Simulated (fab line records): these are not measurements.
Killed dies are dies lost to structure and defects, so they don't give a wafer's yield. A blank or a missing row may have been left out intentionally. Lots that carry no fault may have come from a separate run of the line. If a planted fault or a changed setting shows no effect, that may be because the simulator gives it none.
A struck lot beside a sound one    flow sky130    43 out of 708 route steps
Sound: wafers L705.1, L705.3, L705.6. Struck: wafers L714.1, L714.2 (left out: L714.4, a lot-mate that was not struck); the cause follows at the end.
Order at every step that has rows: each side's tool, ch and its chambers, its first start. Under that, the readings that differ: sound wafers    struck wafers    difference of the means    sigmas: that difference in standard deviations of wafers without a fault.
alike: a reading whose means differ by less than 2 such deviations, as well as words and numbers matching on both sides. not compared: withheld readings; readings where some wafer has no value; bounds like >300 that might hide an equal value; numbers whose values overlap and for which the record gives no deviation.
A row with sigmas, a row that says differs or no value, or rows on one side alone: a step with any of these is where the two part. Numbers that don't overlap but have no deviation are shown without sigmas and don't part them. A reading that every wafer of one side lacks parts them only if that side has two wafers or more.

first, 6 steps without rows for these wafers: SKY_DNWELL_COAT_02 (resist thk 3000 nm); SKY_DNWELL_SOFTBAKE_03; SKY_DNWELL_EXPOSE_04 (exposes mask DNM, target cd 3000 nm); SKY_DNWELL_PEB_05; SKY_DNWELL_DEVELOP_06 (develop time 60 s); SKY_DNWELL_IMPLANT_07.
SKY_DNWELL_STRIP_08: strips in O2/N2.
  sound on plasma-asher-03 ch 1, day 4 23:54; struck on plasma-asher-02 ch 0,1, day 7 04:46
  alike: drypump-motor-current-A, oes-product-au, strip-time-to-endpoint-s
  not compared: rf-hours-counter-h
SKY_DNWELL_TW_MEAS_09:
  sound on film-metro-01, day 5 00:00; struck on film-metro-02, day 7 04:52
  alike: DNWELL_TW
then, 4 steps without rows for these wafers: SKY_PWDE_DEHYDRATE_00 (time 60 s); SKY_PWDE_HMDS_01 (prime time 60 s); SKY_PWDE_COAT_02 (resist thk 3000 nm); SKY_PWDE_SOFTBAKE_03.
SKY_PWDE_EXPOSE_04: exposes mask PWDEM, target cd 840 nm.
  sound on iline-stepper-01 ch 0, day 5 08:36; struck on iline-stepper-01 ch 0, day 7 14:56
  alike: mask
then, 2 steps without rows for these wafers: SKY_PWDE_PEB_05; SKY_PWDE_DEVELOP_06 (develop time 60 s).
SKY_PWDE_OVL_MEAS_07:
  sound on overlay-01, day 5 17:59; struck on overlay-02, day 8 00:44
  alike: PWDE_OVL
following that, these wafers have no rows for 1 step: SKY_PWDE_IMPLANT_08.
SKY_PWDE_STRIP_09: strips in O2/N2.
  sound on plasma-asher-02 ch 0,1, day 5 18:10; struck on plasma-asher-01 ch 0,1, day 8 00:55
  alike: drypump-motor-current-A, oes-product-au, strip-time-to-endpoint-s
  not compared: rf-hours-counter-h
SKY_PWDE_TW_MEAS_10:
  sound on film-metro-04, day 5 18:16; struck on film-metro-01, day 8 01:01
reading  sound        struck   difference  sigmas
PWDE_TW  365 366 366  373 375  +8          +2
then, 7 steps without rows for these wafers: SKY_NWELL_DEHYDRATE_03 (time 60 s); SKY_NWELL_HMDS_04 (prime time 60 s); SKY_NWELL_COAT_05 (resist thk 3000 nm); SKY_NWELL_SOFTBAKE_06; SKY_NWELL_EXPOSE_07 (exposes mask NWM, target cd 840 nm); SKY_NWELL_PEB_08; SKY_NWELL_DEVELOP_09 (develop time 60 s).
SKY_NWELL_OVL_MEAS_10:
  sound on overlay-02, day 6 12:38; struck on overlay-02, day 8 21:17
  alike: NWELL_00_OVL
then, 3 steps without rows for these wafers: SKY_NWELL_IMPLANT_11; SKY_NWELL_IMPLANT_12; SKY_NWELL_IMPLANT_13.
SKY_NWELL_STRIP_14: strips in O2/N2.
  sound on plasma-asher-02 ch 0,1, day 6 13:07; struck on plasma-asher-02 ch 0,1, day 8 21:46
  alike: drypump-motor-current-A, oes-product-au, strip-time-to-endpoint-s
  not compared: rf-hours-counter-h
SKY_NWELL_TW_MEAS_15:
  sound on film-metro-02, day 6 13:13; struck on film-metro-01, day 8 21:52
  alike: NWELL_TW
then, 7 steps without rows for these wafers: SKY_NWELL_DEHYDRATE_16 (time 60 s); SKY_NWELL_HMDS_17 (prime time 60 s); SKY_NWELL_COAT_18 (resist thk 3000 nm); SKY_NWELL_SOFTBAKE_19; SKY_NWELL_EXPOSE_20 (exposes mask NWM COMPLEMENT, target cd 840 nm); SKY_NWELL_PEB_21; SKY_NWELL_DEVELOP_22 (develop time 60 s).
SKY_NWELL_OVL_MEAS_23:
  sound on overlay-01, day 7 06:26; struck on overlay-02, day 9 18:23
  alike: NWELL_01_OVL
following that, these wafers have no rows for 1 step: SKY_NWELL_IMPLANT_24.
SKY_NWELL_STRIP_25: strips in O2/N2.
  sound on plasma-asher-03 ch 0,1, day 7 06:37; struck on plasma-asher-01 ch 0,1, day 9 18:34
  alike: drypump-motor-current-A, oes-product-au, strip-time-to-endpoint-s
  not compared: rf-hours-counter-h
-- the record jumps here: 41 days lie between the struck wafers' starts before and after (it left off in module NWELL and takes up again in module PAD_OPEN, whose first step shown is number 708 of the route) --
SKY_PAD_OPEN_PROBE_99:
  sound on prober-01, day 47 17:38; struck on prober-01, day 50 07:49
reading                                    sound            struck       difference  sigmas
model.etest.res_p_drift_20v.width-nm (nm)  829.4 833 829.5  866.3 867.3  +36.2       
  alike: killed_at_M0_to_M3, killed_at_M4_up, killed-at-contacts, killed-at-front-end, killed-at-other, killed-dies, killed-open, killed-short

## WHERE THEY PART
Only at SKY_PWDE_TW_MEAS_10, within this record. Later steps at which nothing parts them and some readings are alike: SKY_NWELL_OVL_MEAS_10, SKY_NWELL_STRIP_14, SKY_NWELL_TW_MEAS_15, SKY_NWELL_OVL_MEAS_23, SKY_NWELL_STRIP_25, SKY_PAD_OPEN_PROBE_99.

WHY: the cause the simulator had injected
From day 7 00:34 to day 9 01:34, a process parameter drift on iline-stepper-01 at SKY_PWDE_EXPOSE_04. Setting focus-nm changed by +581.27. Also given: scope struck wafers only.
